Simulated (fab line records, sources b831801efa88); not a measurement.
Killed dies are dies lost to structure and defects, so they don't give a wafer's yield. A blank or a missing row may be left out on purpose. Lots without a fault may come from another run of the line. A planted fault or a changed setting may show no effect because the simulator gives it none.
fab line records | flow sky130
record lots=4 wafers=12 last_day=50
route steps=708 shown METAL2@490 VIA2@507 PAD_OPEN@708
lots that met no fault: from a run of the same line without faults
start_h: hours from the record's first day to the start of the lot's first wafer shown | wait_h: hours since the lot's step before | " the same as in the row above | L1.1+2: a row that stands for several wafers | - no value, or no start given | * or withheld: withheld | < > ~ a bound
route shown NAME@n: a module of which the file shows steps, and the number in the route of the first | usual: mean/standard deviation of fault-free wafers | same: alike in all rows | chamber/n: place in a boat | sites: the reading at each site | _std_site: their standard deviation | _edge_site: outer sites' mean less inner sites' | radius_mm: how far each site lies from the wafer's centre | mask NAME#n: copy n | behind: the tool/chamber that last shaped the wafer | hold: why the lot was held/for how many hours/how that ended | device: the transistor (n, p or np) that didn't switch | end of line: the same wafers' tests at the end of the route | a step without rows: its recipe alone | killed: dies lost to structure and defects at the first sort, not the wafer's yield | map: a wafer's dies, x killed, . not, _ none there
set.NAME: the setting as run; set.NAME@STEP: as run at that earlier step | model.NAME: the simulator's own value behind a step, which no gauge read
lots at some steps of the route; a table a step, a row a wafer
services: from which hour (start_h, from the record's first day; less than 0 if before it) a tool's chamber was out of use, for how many hours, and why
## steps
# step SKY_METAL2_DEHYDRATE_07
# recipe temp_c=200 time_s=60
# step SKY_METAL2_HMDS_08
# recipe prime_time_s=60 prime_temp_c=120
# step SKY_METAL2_COAT_09
# recipe resist=BARC temp_c=withheld time_s=withheld spin_rpm=3000 resist_thk_nm=60
# step SKY_METAL2_COAT_10
# recipe resist=KrF-thick spin_rpm=3000 resist_thk_nm=450
# step SKY_METAL2_SOFTBAKE_11
# recipe temp_c=99.35 time_s=90 resist=KrF-thick
# step SKY_METAL2_EXPOSE_12
# recipe mask_id=MM2 na=0.8 source_shape=annular sigma_inner=0.55 sigma_outer=0.85 target_cd_nm=140 dose_mj=28
# step SKY_METAL2_PEB_13
# recipe peb_temp_c=withheld peb_time_s=withheld resist=KrF-thick
# step SKY_METAL2_DEVELOP_14
# recipe develop_time_s=60 resist=KrF-thick dev_temp_c=21
# step SKY_METAL2_DESCUM_17
# recipe chemistry=O2 source_power_w=150 bias_power_w=0 pressure_mtorr=10 temp_c=40 time_s=8
# step SKY_METAL2_ETCH_18
# recipe chemistry=N2/H2 target=BARC ion_energy_ev=200 bias_w=100 pressure_mtorr=30 n2_flow_sccm=100 h2_flow_sccm=200 icp_w=500 stop_on=SiO2 time_s=45.9 target_depth_a=600
# usual drypump_motor_current_A=6.0/0.59 n2_flow_sccm=99.97/0.29 oes_product_au=0.855/0.0048 rf_fwd_power_W=494.0/1.9 throttle_valve_pct=13.225/0.0085
# columns lot.wafer tool chamber start_h wait_h drypump_motor_current_A n2_flow_sccm oes_product_au rf_fwd_power_W rf_hours_counter_h throttle_valve_pct
L670.1 rie_metal-02 0 830.37 0.1 6.7 100.10 0.864 492.5 15 13.218
L670.2 " 0 " " 6.7 100.16 0.856 493.7 - 13.234
L670.6 " 0 " " 6.7 100.37 0.848 495.0 - 13.221
L677.3 rie_metal-01 1 886.71 0.0 6.3 99.86 0.849 492.7 - 13.212
L677.5 " 1 " " 6.3 100.07 0.852 493.0 - 13.221
L677.6 " 0 " " 5.2 99.96 0.855 494.1 - 13.243
L686.2 rie_metal-01 1 949.59 0.0 6.2 100.57 0.854 489.8 14 13.226
L686.4 " 1 " " 6.3 100.10 0.850 492.1 - 13.224
L686.5 " 0 " " 5.2 99.95 0.853 491.7 - 13.219
L690.2 rie_metal-01 1 971.20 0.0 6.2 100.20 0.858 492.3 15 13.237
L690.3 " 1 " " 6.3 100.16 0.849 493.5 - 13.218
L690.6 " 1 " " 6.2 99.97 0.853 493.2 - 13.235
# step SKY_METAL2_METAL_ETCH_19
# recipe target_depth_a=3600 stop_on=SiO2 over_etch_frac=0.3 time_s=78 chemistry=Cl2/BCl3 resist_sidewall_deg=88 pressure_mtorr=10 icp_w=900 bias_w=48.5 Cl2_flow_sccm=60 bcl3_flow_sccm=30
# step SKY_METAL2_STRIP_20
# recipe chemistry=O2/N2 power_w=1400 pressure_mtorr=1500 platen_temp_c=withheld o2_flow_sccm=3000 n2_flow_sccm=300 overash_fraction=0.5
# step SKY_METAL2_STRIP_21
# recipe chemistry=post_etch_residue_remover time_s=1200 temp_c=72.5
# step SKY_METAL2_CLEAN_22
# recipe chemistry=IPA time_s=180 temp_c=25
# step SKY_METAL2_CLEAN_23
# recipe chemistry=O3/DIW dry=n2_spin
# step SKY_VIA2_HDPCVD_00
# recipe material=SiO2 target_thk_nm=1180 sigma_open_frac=0.3 time_s=203.1 temp_c=400 sih4_flow_sccm=60 pressure_mtorr=6
# step SKY_VIA2_CMP_02
# recipe material=SiO2 down_force_psi=4 platen_rpm=60 pad_velocity_m_s=0.94248
# step SKY_VIA2_DEHYDRATE_04
# recipe temp_c=200 time_s=60
# step SKY_VIA2_HMDS_05
# recipe prime_time_s=60 prime_temp_c=120
# step SKY_VIA2_COAT_06
# recipe resist=BARC temp_c=withheld time_s=withheld spin_rpm=3000 resist_thk_nm=60
# step SKY_VIA2_COAT_07
# recipe resist=KrF-thick spin_rpm=3000 resist_thk_nm=450
# step SKY_VIA2_SOFTBAKE_08
# recipe temp_c=100 time_s=90 resist=KrF-thick
# step SKY_VIA2_EXPOSE_09
# recipe mask_id=VIM2 na=0.8 source_shape=annular sigma_inner=0.55 sigma_outer=0.85 target_cd_nm=200 dose_mj=38
# step SKY_VIA2_PEB_10
# recipe peb_temp_c=withheld peb_time_s=withheld resist=KrF-thick
# step SKY_VIA2_DEVELOP_11
# recipe develop_time_s=60 resist=KrF-thick dev_temp_c=21
# step SKY_VIA2_ETCH_14
# recipe chemistry=N2/H2 target=BARC ion_energy_ev=200 source_w=500 bias_w=100 pressure_mtorr=30 n2_flow_sccm=100 h2_flow_sccm=200 stop_on=SiO2 time_s=45.9 target_depth_a=600
# step SKY_VIA2_ETCH_15
# recipe target=SiO2 chemistry=C4F8/O2/Ar target_depth_nm=546 stop_on=TiN mask_material=KrF-thick source_w=1500 bias_w=1200 pressure_mtorr=40 c4f8_flow_sccm=withheld O2_flow_sccm=6 Ar_flow_sccm=300 time_s=84
# step SKY_VIA2_STRIP_16
# recipe chemistry=O2/N2 power_w=1400 pressure_mtorr=1500 platen_temp_c=withheld o2_flow_sccm=3000 n2_flow_sccm=300 overash_fraction=0.5
# step SKY_VIA2_STRIP_17
# recipe chemistry=post_etch_residue_remover time_s=1200 temp_c=72.5
# step SKY_VIA2_CLEAN_18
# recipe chemistry=IPA time_s=180 temp_c=25
# step SKY_VIA2_CLEAN_19
# recipe chemistry=O3/DIW dry=n2_spin
# step SKY_VIA2_SPUTTER_20
# recipe material=TiN target_thk_nm=20 chamber_pressure_pa=5 power_w=4000 time_s=80
# step SKY_VIA2_CVD_21
# recipe material=W target_thk_nm=420 time_s=126.4 temp_c=400 pressure_torr=40
# step SKY_PAD_OPEN_PROBE_99
# usual defect_limited_yield=82.3/1.9 killed_at_M0_to_M3=44/7.4 killed_at_M4_up=3.2/1.8 killed_at_contacts=25/5.2 killed_at_front_end=15/4.5 killed_at_other=0.2/0.43 killed_dies=87/9.6 killed_open=48/7.6 killed_short=40/5.7 sort_bin_3_pad_short=0.9/0.45 sort_bin_5_function=10.5/1.5 sort_bin_6_memory=6.3/1.2 sort_n_pass=405/9.6 sort_yield_pct=82.3/1.9
# same gross_dies=492 killed_at_back_side=0 sort_bin_4_leakage[%]=0 sort_bin_8_speed[%]=0
# columns lot.wafer tool chamber start_h wait_h defect_limited_yield[%] killed_at_M0_to_M3 killed_at_M4_up killed_at_contacts killed_at_front_end killed_at_other killed_dies killed_open killed_short sort_bin_3_pad_short[%] sort_bin_5_function[%] sort_bin_6_memory[%] sort_n_pass sort_yield_pct[%] model.etest.tester.sort_n_pass model.etest.tester.sort_yield_pct model.etest.tester.sort_bin_5_pct model.etest.tester.sort_bin_3_pct
L670.1 prober-02 - 1082.51 0.1 81.9 50 6 21 12 0 89 49 40 0.8 10.8 6.5 403 81.9 403 81.91 10.77 0.813
L670.2 prober-02 - 1082.56 0.1 83.9 40 0 25 14 0 79 42 37 1.6 8.9 5.5 413 83.9 413 83.94 8.943 1.626
L670.6 prober-02 - 1082.76 0.2 82.1 40 2 28 18 0 88 59 29 1.0 10.6 6.3 404 82.1 404 82.11 10.57 1.016
L677.3 prober-01 - 1125.43 0.2 84.6 27 1 29 19 0 76 41 35 0.6 9.3 5.5 416 84.6 416 84.55 9.35 0.6098
L677.5 prober-01 - 1125.53 0.2 81.9 41 6 18 24 0 89 50 39 0.8 9.8 7.5 403 81.9 403 81.91 9.756 0.813
L677.6 prober-01 - 1125.58 0.2 82.3 45 4 11 27 0 87 46 41 1.2 11.8 4.7 405 82.3 405 82.32 11.79 1.22
L686.2 prober-02 - 1173.78 0.1 70.1 91 4 36 15 1 147 73 40 3.3 17.3 9.3 345 70.1 345 70.12 17.28 3.252
L686.4 prober-02 - 1173.88 0.2 76.0 78 4 30 6 0 118 39 45 2.4 14.6 6.9 374 76.0 374 76.02 14.63 2.439
L686.5 prober-02 - 1173.93 0.2 76.0 73 3 25 17 0 118 52 38 1.6 16.3 6.1 374 76.0 374 76.02 16.26 1.626
L690.2 prober-02 - 1189.97 0.1 79.5 64 2 28 7 0 101 34 31 1.4 14.0 5.1 391 79.5 391 79.47 14.02 1.423
L690.3 prober-02 - 1190.02 0.2 75.2 81 3 27 11 0 122 55 33 2.6 15.2 6.9 370 75.2 370 75.2 15.24 2.642
L690.6 prober-02 - 1190.17 0.2 72.8 78 7 30 19 0 134 46 53 1.4 18.1 7.7 358 72.8 358 72.76 18.09 1.423
# killed by level:class
L670.1 VIA1:geometric_particle:open=10 CONTACT:geometric_particle:open=7 METAL2:geometric_particle:short=7 LI_CONTACT:geometric_particle:open=6 METAL1:geometric_particle:short=6 VIA2:geometric_particle:open=5 POLY_GATE:geometric_particle:open=4 LOCAL_INTERCONNECT:geometric_particle:short=4
L670.2 CONTACT:geometric_particle:open=10 LI_CONTACT:geometric_particle:open=7 VIA1:geometric_particle:short=7 FIELD_ISO:geometric_particle:short=6 VIA2:geometric_particle:open=6 METAL2:geometric_particle:short=5 VIA3:geometric_particle:open=5 CONTACT:geometric_particle:short=4
L670.6 VIA1:geometric_particle:open=13 CONTACT:geometric_particle:open=10 VIA3:geometric_particle:open=10 LI_CONTACT:geometric_particle:open=9 FIELD_ISO:geometric_particle:open=5 METAL1:geometric_particle:short=5 SPACER:geometric_particle:open=4 LOCAL_INTERCONNECT:geometric_particle:short=4
L677.3 CONTACT:geometric_particle:open=10 VIA1:geometric_particle:open=8 CONTACT:geometric_particle:short=7 LI_CONTACT:geometric_particle:open=6 FIELD_ISO:geometric_particle:short=5 POLY_GATE:geometric_particle:open=5 METAL3:geometric_particle:short=5 POLY_GATE:geometric_particle:short=4
L677.5 VIA1:geometric_particle:open=10 CONTACT:geometric_particle:open=9 VIA2:geometric_particle:open=8 POLY_GATE:geometric_particle:open=7 POLY_GATE:geometric_particle:short=7 METAL2:geometric_particle:short=4 VIA3:geometric_particle:short=4 LOCAL_INTERCONNECT:geometric_particle:short=3
L677.6 VIA1:geometric_particle:open=10 POLY_GATE:geometric_particle:short=8 METAL2:geometric_particle:short=7 FIELD_ISO:geometric_particle:open=6 POLY_GATE:geometric_particle:open=6 LI_CONTACT:geometric_particle:open=5 METAL3:geometric_particle:short=5 VIA3:geometric_particle:open=5
L686.2 METAL2:unspecified=34 CONTACT:geometric_particle:open=20 VIA1:geometric_particle:open=19 VIA2:geometric_particle:open=13 LI_CONTACT:geometric_particle:open=7 VIA1:geometric_particle:short=7 POLY_GATE:geometric_particle:open=6 METAL2:geometric_particle:short=6
L686.4 METAL2:unspecified=34 VIA1:geometric_particle:open=12 CONTACT:geometric_particle:short=9 CONTACT:geometric_particle:open=8 LI_CONTACT:geometric_particle:open=7 VIA3:geometric_particle:open=5 VIA3:geometric_particle:short=5 VIA1:geometric_particle:short=5
L686.5 METAL2:unspecified=28 VIA1:geometric_particle:open=11 LI_CONTACT:geometric_particle:open=8 CONTACT:geometric_particle:open=8 METAL2:geometric_particle:short=6 VIA2:geometric_particle:open=6 VIA3:geometric_particle:open=6 POLY_GATE:geometric_particle:short=5
L690.2 METAL2:unspecified=36 CONTACT:geometric_particle:open=13 LI_CONTACT:geometric_particle:open=6 LOCAL_INTERCONNECT:geometric_particle:short=5 METAL2:geometric_particle:short=5 VIA1:geometric_particle:short=4 METAL1:geometric_particle:short=4 POLY_GATE:geometric_particle:short=3
L690.3 METAL2:unspecified=34 CONTACT:geometric_particle:open=14 VIA3:geometric_particle:open=10 VIA1:geometric_particle:open=9 VIA1:geometric_particle:short=6 LOCAL_INTERCONNECT:geometric_particle:short=5 POLY_GATE:geometric_particle:open=4 VIA2:geometric_particle:open=4
L690.6 METAL2:unspecified=35 VIA1:geometric_particle:open=11 METAL1:geometric_particle:short=9 LI_CONTACT:geometric_particle:short=8 POLY_GATE:geometric_particle:short=7 LI_CONTACT:geometric_particle:open=7 CONTACT:geometric_particle:open=7 VIA1:geometric_particle:short=6
# map L686.2 (x killed, . not)
__________.xx......x_________
________.....x....xx.._______
______.......xx........x_____
_____..........x.....x...____
____x.x....xx...x..x..xx..___
___..x..xx..x....x.x.xx....__
__....x.xx...x..x...x.x..x.._
_...x..........x...x..x..xx..
_x....x.x......xx..x.......x.
_...x....x......x.......x....
_...x......x..xxx......x....x
_xx.x..xx.x...x...x.........x
_.x.....x......x.xx.x.xx...x.
_x.x.x...........x.........x.
_.xx...........x.x...x..x....
__.x..x.xxx...x.xx...x.....x_
___.......x.x.x..x.........__
____..x..xxxxxxx..x.......___
_____xxxxxxxxxx...x......____
______xxxxxxxxx.x......._____
________xxxxxxx...x..._______
__________xxxxxx.x.._________
# map L690.6 (x killed, . not)
__________x.x.x..x.._________
________......x......._______
______..............x.x._____
_____x.x............xx..x____
____...x..x.....x.......x.___
___.....x....x...x........x__
__.....x............xx......_
_.........xxx.x......x....x..
_.x.x.xx...x.x....x..........
_x.xx...x..x....x............
_..x.x....x....xx.......x..xx
_........x............xx.x...
_...x......x.x...xx.....x....
_.x....xx.......x....x.....x.
_.x.......x.x...xx.....x.....
__....x...x.x.....x........._
___....x..x.xxx.x...xxx....__
____....xxx.xxx.x....x.xx.___
_____.x.xxxxxxxx.....x...____
______.xxxxxxx.x.xxx.xx._____
________xxxxxxxx..x.x._______
__________xxx.xx.x.._________
## services
# columns tool chamber start_h hours kind
rie_metal-02 1 821.47 - clean
rie_metal-02 1 821.47 23.0 scheduled_down
rie_metal-02 1 821.47 23.0 vent_cycle
rie_metal-01 1 858.48 9.9 repair
rie_metal-02 1 868.53 20.7 repair
rie_metal-02 0 930.80 - clean
rie_metal-02 0 930.80 18.2 scheduled_down
rie_metal-02 0 930.80 18.2 vent_cycle
## key
first_sign step=SKY_PAD_OPEN_PROBE_99 reading=killed_at_M0_to_M3 direction=up sigmas=4.5 usual=44 struck=78
effect step=SKY_PAD_OPEN_PROBE_99 reading=killed_dies direction=up sigmas=3.8 usual=87 struck=123
model_effect step=SKY_PAD_OPEN_PROBE_99 value=etest.tester.sort_n_pass without=397.8 struck=368.7
met_at SKY_METAL2_ETCH_18
struck_wafers L686.2,L686.4,L686.5,L690.2,L690.3,L690.6
onset_between 886.71 949.59
also_fits time
fault kind=chamber_particle_source tool=rie_metal-01 chamber=- onset_h=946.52 steps=SKY_METAL2_ETCH_18 rate_per_visit_cm2=0.55122 end_h=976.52
